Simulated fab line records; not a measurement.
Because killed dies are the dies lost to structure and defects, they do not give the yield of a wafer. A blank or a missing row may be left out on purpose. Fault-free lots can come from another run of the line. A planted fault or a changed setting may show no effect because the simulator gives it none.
fab line records	flow gf180mcu
record: lots: 24	wafers: 72	last-day: 35
route steps=602 shown M4@459 MIM@508 TOP_METAL@568 PASSIVATION@598
lots with no fault: from the same line, run without faults
start-h: the number of hours between the record's first day and the start of the first shown wafer of the lot	wait-h: how many hours have passed since the lot's step before this one	" repeats the value in the row above	L1.1+2: a row that stands for several wafers	- either no value or no given start	* or withheld: withheld	< > ~ a bound
route shown NAME@n: a module of which the file shows steps, and the number in the route of the first	usual: mean/standard deviation of fault-free wafers	same: alike in all rows	chamber/n: place in a boat	sites: each site's reading	_std_site: the standard deviation of these	_edge_site: mean of outer sites minus mean of inner sites	radius-mm: how far each site lies from the wafer's centre	mask NAME#n: copy n	behind: the tool/chamber that last shaped the wafer	hold: why the lot went on hold/how many hours it stayed there/how the hold came to an end	device: whichever transistor did not switch (one of n, p or np)	end of line: tests of these same wafers at the route's end	a step given without rows: its recipe and nothing more	killed: dies lost to structure and defects at the first sort, not the wafer's yield	map: shows each die of a wafer: x if killed, . if not, _ if none is there
set.NAME: the setting the step ran with; set.NAME@STEP: the setting that earlier step ran with	model.NAME: the simulator's own value behind a step, which no gauge read
the route's steps for a sample of lots (tables are steps, rows are wafers)
services: from which hour (start-h, from the record's first day; less than 0 if before it) a tool's chamber was out of use, for how many hours, and why
== steps ==
step: GF_M4_SPUTTER_03
recipe: material: Ti	target-thk-nm: 10	substrate-temp-c: 300	chamber-pressure-pa: 0.3	power-w: 3000	time-s: 6.7
usual: throttle-valve-pct: 29.7/1.1
lot.wafer	tool	chamber	start-h	wait-h	throttle-valve-pct
L074.1	pvd-sputter-03	-	534.64	0.0	30.4
L074.2	"	-	"	"	27.7
L074.3	"	-	"	"	29.8
L075.1	pvd-sputter-03	-	542.60	0.0	27.8
L075.2	"	-	"	"	29.9
L075.5	"	-	"	"	27.5
L076.1	pvd-sputter-03	-	549.05	0.0	29.3
L076.2	"	-	"	"	30.3
L076.3	"	-	"	"	30.0
L077.3	pvd-sputter-01	-	557.85	0.0	29.8
L077.5	"	-	"	"	30.5
L077.6	"	-	"	"	29.7
L078.3	pvd-sputter-03	-	563.80	0.0	27.6
L078.5	"	-	"	"	27.6
L078.6	"	-	"	"	29.6
L079.2	pvd-sputter-03	-	572.91	0.0	29.6
L079.3	"	-	"	"	30.5
L079.5	"	-	"	"	29.6
L080.1	pvd-sputter-03	-	586.68	0.0	29.7
L080.3	"	-	"	"	30.2
L080.4	"	-	"	"	27.8
L081.1	pvd-sputter-02	-	592.59	0.0	28.2
L081.2	"	-	"	"	28.9
L081.3	"	-	"	"	30.9
L082.3	pvd-sputter-02	-	600.90	0.0	32.0
L082.5	"	-	"	"	29.1
L082.6	"	-	"	"	32.1
L083.2	pvd-sputter-03	-	607.64	0.0	30.4
L083.3	"	-	"	"	29.5
L083.5	"	-	"	"	29.4
L084.2	pvd-sputter-03	-	615.76	0.0	29.6
L084.3	"	-	"	"	29.7
L084.5	"	-	"	"	29.8
L085.1	pvd-sputter-02	-	617.86	0.0	30.7
L085.3	"	-	"	"	31.7
L085.4	"	-	"	"	28.6
L086.3	pvd-sputter-02	-	630.27	0.0	28.7
L086.5	"	-	"	"	28.6
L086.6	"	-	"	"	30.8
L087.1	pvd-sputter-02	-	637.41	0.0	30.9
L087.2	"	-	"	"	31.8
L087.3	"	-	"	"	29.0
L088.1	pvd-sputter-02	-	644.60	0.0	31.0
L088.2	"	-	"	"	29.0
L088.6	"	-	"	"	30.8
L089.2	pvd-sputter-01	-	650.40	0.0	29.6
L089.4	"	-	"	"	30.1
L089.5	"	-	"	"	29.7
L090.1	pvd-sputter-03	-	657.05	0.0	27.6
L090.3	"	-	"	"	29.5
L090.6	"	-	"	"	30.3
L091.1	pvd-sputter-01	-	663.39	0.0	29.5
L091.2	"	-	"	"	30.1
L091.4	"	-	"	"	30.3
L092.1	pvd-sputter-03	-	672.69	0.0	27.7
L092.2	"	-	"	"	29.8
L092.4	"	-	"	"	29.7
L093.1	pvd-sputter-02	-	676.48	0.0	31.8
L093.2	"	-	"	"	30.8
L093.5	"	-	"	"	29.0
L094.1	pvd-sputter-01	-	688.54	0.0	29.7
L094.4	"	-	"	"	29.8
L094.6	"	-	"	"	29.8
L095.2	pvd-sputter-02	-	692.50	0.0	30.8
L095.4	"	-	"	"	29.1
L095.6	"	-	"	"	32.0
L096.2	pvd-sputter-03	-	698.49	0.0	27.7
L096.3	"	-	"	"	29.7
L096.5	"	-	"	"	29.6
L097.2	pvd-sputter-01	-	702.65	0.0	30.1
L097.3	"	-	"	"	30.5
L097.6	"	-	"	"	30.0
step: GF_M4_CD_MEAS_14
recipe: target-cd-nm: 280
usual: cd-nm: 279.8/1.3
lot.wafer	tool	chamber	start-h	wait-h	cd-nm
L074.1	cd-sem-01	-	557.92	0.1	281.2
L074.2	"	-	"	"	280.1
L074.3	"	-	"	"	280.4
L075.1	cd-sem-02	-	565.22	0.1	276.4
L075.2	"	-	"	"	277.5
L075.5	"	-	"	"	277.8
L076.1	cd-sem-01	-	571.55	0.2	279.5
L076.2	"	-	"	"	279.8
L076.3	"	-	"	"	279.9
L077.3	cd-sem-02	-	579.91	0.1	278.9
L077.5	"	-	"	"	278.0
L077.6	"	-	"	"	280.5
L078.3	cd-sem-01	-	585.56	0.1	280.7
L078.5	"	-	"	"	280.0
L078.6	"	-	"	"	280.6
L079.2	cd-sem-01	-	594.24	0.1	279.8
L079.3	"	-	"	"	279.7
L079.5	"	-	"	"	278.9
L080.1	cd-sem-01	-	608.77	0.1	278.9
L080.3	"	-	"	"	279.2
L080.4	"	-	"	"	277.8
L081.1	cd-sem-01	-	613.97	0.1	279.9
L081.2	"	-	"	"	280.6
L081.3	"	-	"	"	278.7
L082.3	cd-sem-01	-	622.13	0.2	280.8
L082.5	"	-	"	"	279.1
L082.6	"	-	"	"	279.2
L083.2	cd-sem-01	-	628.72	0.1	278.8
L083.3	"	-	"	"	279.5
L083.5	"	-	"	"	280.0
L084.2	cd-sem-01	-	636.74	0.1	279.4
L084.3	"	-	"	"	280.3
L084.5	"	-	"	"	278.9
L085.1	cd-sem-01	-	639.12	0.1	279.7
L085.3	"	-	"	"	278.2
L085.4	"	-	"	"	279.4
L086.3	cd-sem-02	-	651.11	0.1	280.3
L086.5	"	-	"	"	280.5
L086.6	"	-	"	"	280.4
L087.1	cd-sem-01	-	657.87	0.1	280.6
L087.2	"	-	"	"	279.6
L087.3	"	-	"	"	279.7
L088.1	cd-sem-02	-	664.92	0.1	280.1
L088.2	"	-	"	"	281.7
L088.6	"	-	"	"	280.7
L089.2	cd-sem-02	-	670.44	0.1	278.2
L089.4	"	-	"	"	279.2
L089.5	"	-	"	"	278.8
L090.1	cd-sem-02	-	676.97	0.2	278.4
L090.3	"	-	"	"	279.7
L090.6	"	-	"	"	279.3
L091.1	cd-sem-02	-	683.02	0.1	278.1
L091.2	"	-	"	"	279.4
L091.4	"	-	"	"	280.5
L092.1	cd-sem-02	-	691.72	0.1	277.6
L092.2	"	-	"	"	277.5
L092.4	"	-	"	"	278.0
L093.1	cd-sem-02	-	696.39	0.4	279.3
L093.2	"	-	"	"	278.6
L093.5	"	-	"	"	278.7
L094.1	cd-sem-01	-	707.42	0.1	282.1
L094.4	"	-	"	"	282.7
L094.6	"	-	"	"	281.3
L095.2	cd-sem-01	-	711.69	0.1	280.6
L095.4	"	-	"	"	281.2
L095.6	"	-	"	"	281.0
L096.2	cd-sem-02	-	717.29	0.1	281.0
L096.3	"	-	"	"	280.4
L096.5	"	-	"	"	280.0
L097.2	cd-sem-02	-	721.44	0.1	282.0
L097.3	"	-	"	"	281.8
L097.6	"	-	"	"	280.8
step: GF_MIM_CVD_05
recipe: material: Si3N4	target-thk-nm: 42	temp-max-c: 400	temp-c: 385	time-s: 29.086	rf-w: 450
usual: heater-power-w: 646/56	susceptor-temp-C: 384.98/0.21
lot.wafer	tool	chamber	start-h	wait-h	heater-power-w	susceptor-temp-C
L074.1	pecvd-01	0	583.81	0.0	574	385.28
L074.2	"	2	"	"	646	385.24
L074.3	"	1	"	"	682	384.81
L075.1	pecvd-03	1	590.65	0.0	668	384.81
L075.2	"	2	"	"	686	385.31
L075.5	"	0	"	"	624	385.14
L076.1	pecvd-01	1	595.60	0.0	711	384.66
L076.2	"	0	"	"	673	384.76
L076.3	"	2	"	"	603	384.95
L077.3	pecvd-01	2	605.31	0.0	698	384.42
L077.5	"	1	"	"	702	384.69
L077.6	"	0	"	"	662	384.71
L078.3	pecvd-04	1	610.62	0.0	633	385.28
L078.5	"	2	"	"	586	385.25
L078.6	"	0	"	"	506	384.93
L079.2	pecvd-04	1	618.79	0.0	597	385.00
L079.3	"	2	"	"	658	384.74
L079.5	"	1	"	"	591	385.05
L080.1	pecvd-04	2	633.13	0.0	598	384.97
L080.3	"	1	"	"	650	384.56
L080.4	"	2	"	"	605	385.04
L081.1	pecvd-03	1	638.12	0.0	668	385.10
L081.2	"	0	"	"	575	384.92
L081.3	"	2	"	"	650	384.99
L082.3	pecvd-01	0	645.20	0.0	653	384.90
L082.5	"	2	"	"	627	384.86
L082.6	"	0	"	"	632	385.06
L083.2	pecvd-04	1	652.85	0.0	542	385.03
L083.3	"	2	"	"	633	385.13
L083.5	"	0	"	"	602	385.11
L084.2	pecvd-03	1	660.07	0.0	700	385.21
L084.3	"	0	"	"	562	384.83
L084.5	"	1	"	"	710	385.09
L085.1	pecvd-01	1	663.15	0.0	655	385.02
L085.3	"	2	"	"	647	385.19
L085.4	"	0	"	"	657	385.02
L086.3	pecvd-03	1	674.74	0.0	634	385.28
L086.5	"	0	"	"	585	384.75
L086.6	"	1	"	"	640	385.34
L087.1	pecvd-01	1	680.59	0.0	703	384.86
L087.2	"	2	"	"	688	385.46
L087.3	"	0	"	"	661	385.24
L088.1	pecvd-03	0	687.86	0.0	493	384.83
L088.2	"	2	"	"	669	384.61
L088.6	"	2	"	"	699	384.83
L089.2	pecvd-01	2	692.82	0.0	654	384.39
L089.4	"	1	"	"	702	384.85
L089.5	"	2	"	"	676	384.75
L090.1	pecvd-03	2	700.56	0.0	688	385.22
L090.3	"	1	"	"	713	384.89
L090.6	"	0	"	"	548	384.90
L091.1	pecvd-03	1	705.64	0.0	734	385.11
L091.2	"	2	"	"	618	384.85
L091.4	"	2	"	"	659	385.03
L092.1	pecvd-01	0	714.01	0.0	683	384.88
L092.2	"	1	"	"	702	384.69
L092.4	"	0	"	"	674	384.49
L093.1	pecvd-03	2	718.65	0.0	689	385.06
L093.2	"	0	"	"	556	384.68
L093.5	"	0	"	"	584	384.66
L094.1	pecvd-01	2	728.72	0.0	573	384.96
L094.4	"	0	"	"	624	385.07
L094.6	"	1	"	"	733	385.03
L095.2	pecvd-03	0	733.15	0.0	571	385.24
L095.4	"	1	"	"	596	385.06
L095.6	"	0	"	"	583	385.09
L096.2	pecvd-01	0	738.89	0.0	583	384.52
L096.3	"	2	"	"	655	385.14
L096.5	"	1	"	"	719	385.14
L097.2	pecvd-01	1	742.73	0.0	726	385.01
L097.3	"	0	"	"	670	384.83
L097.6	"	0	"	"	698	384.70
step: GF_TOP_METAL_SPUTTER_01
recipe: material: TiN	target-thk-nm: 30	power-w: 6500	time-s: 25	chamber-pressure-pa: 0.4
usual: throttle-valve-pct: 29.9/0.99
lot.wafer	tool	chamber	start-h	wait-h	throttle-valve-pct
L074.1	pvd-sputter-03	-	651.33	0.1	30.4
L074.2	"	-	"	"	29.7
L074.3	"	-	"	"	27.6
L075.1	pvd-sputter-01	-	656.68	0.1	29.7
L075.2	"	-	"	"	30.3
L075.5	"	-	"	"	29.5
L076.1	pvd-sputter-02	-	661.59	0.1	28.3
L076.2	"	-	"	"	29.4
L076.3	"	-	"	"	31.1
L077.3	pvd-sputter-03	-	671.00	0.1	30.0
L077.5	"	-	"	"	29.5
L077.6	"	-	"	"	30.4
L078.3	pvd-sputter-01	-	675.94	0.1	30.2
L078.5	"	-	"	"	30.5
L078.6	"	-	"	"	29.5
L079.2	pvd-sputter-02	-	683.36	0.1	29.3
L079.3	"	-	"	"	30.9
L079.5	"	-	"	"	31.8
L080.1	pvd-sputter-02	-	697.49	0.1	28.6
L080.3	"	-	"	"	31.2
L080.4	"	-	"	"	29.0
L081.1	pvd-sputter-02	-	701.53	0.1	31.9
L081.2	"	-	"	"	31.0
L081.3	"	-	"	"	29.4
L082.3	pvd-sputter-01	-	707.10	0.1	29.7
L082.5	"	-	"	"	30.4
L082.6	"	-	"	"	30.0
L083.2	pvd-sputter-01	-	715.73	0.1	29.7
L083.3	"	-	"	"	29.9
L083.5	"	-	"	"	30.0
L084.2	pvd-sputter-02	-	722.38	0.1	30.9
L084.3	"	-	"	"	29.1
L084.5	"	-	"	"	32.0
L085.1	pvd-sputter-03	-	724.12	0.1	29.9
L085.3	"	-	"	"	29.7
L085.4	"	-	"	"	29.9
L086.3	pvd-sputter-01	-	734.81	0.1	30.0
L086.5	"	-	"	"	30.0
L086.6	"	-	"	"	29.4
L087.1	pvd-sputter-02	-	739.69	0.1	28.7
L087.2	"	-	"	"	30.9
L087.3	"	-	"	"	29.2
L088.1	pvd-sputter-03	-	747.33	0.1	29.9
L088.2	"	-	"	"	27.9
L088.6	"	-	"	"	30.2
L089.2	pvd-sputter-03	-	751.31	0.1	27.8
L089.4	"	-	"	"	30.4
L089.5	"	-	"	"	29.9
L090.1	pvd-sputter-02	-	756.50	0.1	29.0
L090.3	"	-	"	"	31.8
L090.6	"	-	"	"	29.1
L091.1	pvd-sputter-01	-	762.71	0.1	30.0
L091.2	"	-	"	"	29.8
L091.4	"	-	"	"	29.5
L092.1	pvd-sputter-01	-	770.50	0.1	29.9
L092.2	"	-	"	"	30.4
L092.4	"	-	"	"	29.7
L093.1	pvd-sputter-01	-	773.84	0.1	30.5
L093.2	"	-	"	"	29.4
L093.5	"	-	"	"	29.5
L094.1	pvd-sputter-03	-	784.38	0.1	29.8
L094.4	"	-	"	"	29.4
L094.6	"	-	"	"	29.5
L095.2	pvd-sputter-01	-	788.01	0.1	30.1
L095.4	"	-	"	"	29.5
L095.6	"	-	"	"	30.5
L096.2	pvd-sputter-03	-	793.24	0.1	29.6
L096.3	"	-	"	"	27.3
L096.5	"	-	"	"	30.5
L097.2	pvd-sputter-01	-	797.85	0.1	29.8
L097.3	"	-	"	"	30.0
L097.6	"	-	"	"	29.6
step: GF_TOP_METAL_RS_MEAS_05
recipe: thk-meas-gauge: four-point-probe	reads: TiN_of_TOP_METAL_SPUTTER_04+Ti_of_TOP_METAL_SPUTTER_03+AlCu_of_TOP_METAL_SPUTTER_02+TiN_of_TOP_METAL_SPUTTER_01+Ti_of_TOP_METAL_SPUTTER_00
usual: TOP_METAL_ALCU_RS: 0.0328/0.00033
lot.wafer	tool	chamber	start-h	wait-h	TOP_METAL_ALCU_RS[ohm/sq]
L074.1	film-metro-01	-	651.45	0.0	0.0324
L074.2	"	-	"	"	0.0326
L074.3	"	-	"	"	0.0329
L075.1	film-metro-02	-	656.80	0.0	0.0321
L075.2	"	-	"	"	0.0324
L075.5	"	-	"	"	0.0322
L076.1	film-metro-03	-	661.71	0.0	0.0335
L076.2	"	-	"	"	0.0334
L076.3	"	-	"	"	0.0334
L077.3	film-metro-03	-	671.16	0.1	0.0332
L077.5	"	-	"	"	0.0332
L077.6	"	-	"	"	0.0332
L078.3	film-metro-02	-	676.10	0.1	0.0326
L078.5	"	-	"	"	0.0326
L078.6	"	-	"	"	0.0326
L079.2	film-metro-02	-	683.50	0.0	0.0324
L079.3	"	-	"	"	0.0326
L079.5	"	-	"	"	0.0326
L080.1	film-metro-02	-	697.61	0.0	0.0323
L080.3	"	-	"	"	0.0324
L080.4	"	-	"	"	0.0322
L081.1	film-metro-03	-	701.65	0.0	0.0325
L081.2	"	-	"	"	0.0324
L081.3	"	-	"	"	0.0324
L082.3	film-metro-03	-	707.26	0.1	0.0325
L082.5	"	-	"	"	0.0328
L082.6	"	-	"	"	0.0325
L083.2	film-metro-02	-	715.87	0.0	0.0328
L083.3	"	-	"	"	0.0330
L083.5	"	-	"	"	0.0328
L084.2	film-metro-02	-	722.52	0.0	0.0324
L084.3	"	-	"	"	0.0324
L084.5	"	-	"	"	0.0324
L085.1	film-metro-02	-	724.24	0.0	0.0328
L085.3	"	-	"	"	0.0330
L085.4	"	-	"	"	0.0331
L086.3	film-metro-01	-	734.97	0.1	0.0331
L086.5	"	-	"	"	0.0328
L086.6	"	-	"	"	0.0328
L087.1	film-metro-01	-	739.81	0.0	0.0325
L087.2	"	-	"	"	0.0325
L087.3	"	-	"	"	0.0326
L088.1	film-metro-01	-	747.45	0.0	0.0330
L088.2	"	-	"	"	0.0334
L088.6	"	-	"	"	0.0328
L089.2	film-metro-01	-	751.45	0.0	0.0327
L089.4	"	-	"	"	0.0327
L089.5	"	-	"	"	0.0327
L090.1	film-metro-02	-	756.62	0.0	0.0326
L090.3	"	-	"	"	0.0324
L090.6	"	-	"	"	0.0322
L091.1	film-metro-01	-	762.83	0.0	0.0329
L091.2	"	-	"	"	0.0330
L091.4	"	-	"	"	0.0329
L092.1	film-metro-03	-	770.62	0.0	0.0329
L092.2	"	-	"	"	0.0330
L092.4	"	-	"	"	0.0330
L093.1	film-metro-02	-	773.96	0.0	0.0330
L093.2	"	-	"	"	0.0328
L093.5	"	-	"	"	0.0332
L094.1	film-metro-02	-	784.50	0.0	0.0328
L094.4	"	-	"	"	0.0331
L094.6	"	-	"	"	0.0329
L095.2	film-metro-01	-	788.15	0.0	0.0327
L095.4	"	-	"	"	0.0331
L095.6	"	-	"	"	0.0328
L096.2	film-metro-02	-	793.38	0.0	0.0325
L096.3	"	-	"	"	0.0327
L096.5	"	-	"	"	0.0325
L097.2	film-metro-02	-	797.99	0.0	0.0332
L097.3	"	-	"	"	0.0332
L097.6	"	-	"	"	0.0330
step: GF_PASSIVATION_ETCH_11
recipe: chemistry: CF4/O2	target-depth-nm: 1800	stop-on: TiN	source-w: 800	bias-w: 150	pressure-mtorr: 150	cf4-flow-sccm: 80	O2_flow_sccm: 10	time-s: 400
usual: drypump-motor-current-A: 5.7/0.47	oes-product-au: 0.965/0.0071	throttle-valve-pct: 5.960/0.0097
lot.wafer	tool	chamber	start-h	wait-h	drypump-motor-current-A	oes-product-au	rf-hours-counter-h	throttle-valve-pct
L074.1	rie-diel-02	1	692.08	-	5.4	0.947	28	5.948
L074.2	"	2	"	"	4.6	0.949	9	5.943
L074.3	"	0	"	"	5.8	0.951	15	5.953
L075.1	rie-diel-02	2	697.38	-	4.6	0.955	10	5.964
L075.2	"	1	"	"	5.4	0.960	28	5.948
L075.5	"	3	"	"	6.0	0.976	-	5.977
L076.1	rie-diel-03	2	701.92	-	6.0	0.963	38	5.961
L076.2	"	0	"	"	6.0	0.966	54	5.971
L076.3	"	3	"	"	5.4	0.965	9	5.974
L077.3	rie-diel-02	3	710.62	-	6.0	0.962	11	5.942
L077.5	"	1	"	"	5.4	0.968	-	5.952
L077.6	"	2	"	"	4.6	0.966	-	5.960
L078.3	rie-diel-01	1	715.38	-	6.3	0.954	28	5.968
L078.5	"	0	"	"	6.3	0.968	-	5.949
L078.6	"	1	"	"	6.4	0.960	-	5.962
L079.2	rie-diel-01	2	722.18	-	6.1	0.967	5	5.959
L079.3	"	1	"	"	6.4	0.963	28	5.942
L079.5	"	1	"	"	6.4	0.968	-	5.957
L080.1	rie-diel-02	0	735.72	-	5.8	0.961	17	5.982
L080.3	"	3	"	"	6.0	0.957	12	5.965
L080.4	"	1	"	"	5.4	0.973	-	5.968
L081.1	rie-diel-02	0	739.82	-	5.8	0.953	17	5.967
L081.2	"	2	"	"	4.6	0.964	11	5.961
L081.3	"	1	"	"	5.4	0.963	30	5.962
L082.3	rie-diel-03	2	744.52	-	6.0	0.958	40	5.963
L082.5	"	2	"	"	6.0	0.977	-	5.974
L082.6	"	3	"	"	5.4	0.966	-	5.963
L083.2	rie-diel-03	2	752.68	-	6.0	0.958	41	5.974
L083.3	"	1	"	"	5.8	0.973	16	5.955
L083.5	"	1	"	"	5.7	0.968	-	5.967
L084.2	rie-diel-01	1	758.61	-	6.4	0.963	30	5.960
L084.3	"	3	"	"	6.1	0.945	13	5.966
L084.5	"	1	"	"	6.4	0.967	-	5.947
L085.1	rie-diel-03	1	760.66	-	5.8	0.965	17	5.968
L085.3	"	2	"	"	6.0	0.964	41	5.963
L085.4	"	0	"	"	6.0	0.968	1	5.951
L086.3	rie-diel-03	2	770.47	-	6.0	0.967	42	5.976
L086.5	"	1	"	"	5.8	0.959	-	5.962
L086.6	"	2	"	"	5.9	0.968	-	5.961
L087.1	rie-diel-02	1	774.23	-	5.4	0.968	31	5.965
L087.2	"	0	"	"	5.8	0.971	19	5.982
L087.3	"	2	"	"	4.6	0.965	12	5.954
L088.1	rie-diel-02	1	781.37	-	5.4	0.954	31	5.954
L088.2	"	3	"	"	6.0	0.953	14	5.956
L088.6	"	0	"	"	5.8	0.961	-	5.951
L089.2	rie-diel-02	1	785.92	-	5.4	0.973	31	5.971
L089.4	"	3	"	"	6.0	0.974	14	5.961
L089.5	"	1	"	"	5.4	0.962	-	5.964
L090.1	rie-diel-03	3	790.63	-	5.4	0.967	13	5.965
L090.3	"	1	"	"	5.8	0.958	18	5.962
L090.6	"	1	"	"	5.8	0.962	-	5.954
L091.1	rie-diel-03	0	796.08	-	6.0	0.957	3	5.954
L091.2	"	1	"	"	5.8	0.963	19	5.964
L091.4	"	3	"	"	5.4	0.970	13	5.949
L092.1	rie-diel-02	3	803.32	-	6.0	0.958	15	5.965
L092.2	"	1	"	"	5.4	0.967	32	5.954
L092.4	"	0	"	"	5.8	0.956	20	5.954
L093.1	rie-diel-02	3	806.57	-	6.0	0.956	15	5.945
L093.2	"	1	"	"	5.4	0.959	32	5.944
L093.5	"	2	"	"	4.6	0.969	-	5.956
L094.1	rie-diel-02	2	815.18	-	4.6	0.955	14	5.944
L094.4	"	0	"	"	5.8	0.968	21	5.965
L094.6	"	3	"	"	6.0	0.969	-	5.966
L095.2	rie-diel-01	1	820.47	-	6.4	0.949	33	5.951
L095.4	"	0	"	"	6.3	0.974	3	5.969
L095.6	"	1	"	"	6.3	0.977	-	5.975
L096.2	rie-diel-03	1	824.18	-	5.8	0.969	20	5.961
L096.3	"	0	"	"	6.0	0.952	4	5.960
L096.5	"	1	"	"	5.8	0.973	-	5.955
L097.2	rie-diel-02	2	828.58	-	4.6	0.969	15	5.948
L097.3	"	0	"	"	5.8	0.959	22	5.966
L097.6	"	1	"	"	5.4	0.978	-	5.948
== services ==
tool	chamber	start-h	hours	kind
rie-diel-02	0	515.91	9.2	repair
pecvd-03	2	527.32	18.5	repair
rie-diel-02	2	539.65	6.9	repair
pecvd-01	-	540.70	1.8	repair
rie-diel-03	-	543.05	2.8	pm
rie-diel-02	3	558.27	5.1	repair
pecvd-01	-	567.15	2.6	repair
pecvd-03	-	582.65	1.4	repair
pvd-sputter-03	-	608.42	0.7	repair
pecvd-03	0	611.46	2.4	repair
pecvd-03	-	620.60	0.5	repair
rie-diel-02	-	661.44	2.8	pm
pvd-sputter-02	-	671.14	1.7	repair
pvd-sputter-02	-	683.69	3.1	repair
pecvd-01	2	698.18	8.9	repair
pvd-sputter-03	-	703.27	6.2	repair
pvd-sputter-03	-	726.15	9.8	repair
rie-diel-02	2	735.33	3.8	repair
rie-diel-02	1	760.01	6.1	repair
rie-diel-03	3	768.57	6.0	repair
pvd-sputter-03	-	770.77	3.7	repair
pecvd-01	-	775.38	0.3	repair
pvd-sputter-02	-	793.24	9.3	repair
pecvd-03	-	799.38	14.0	pm
== key ==
fault none
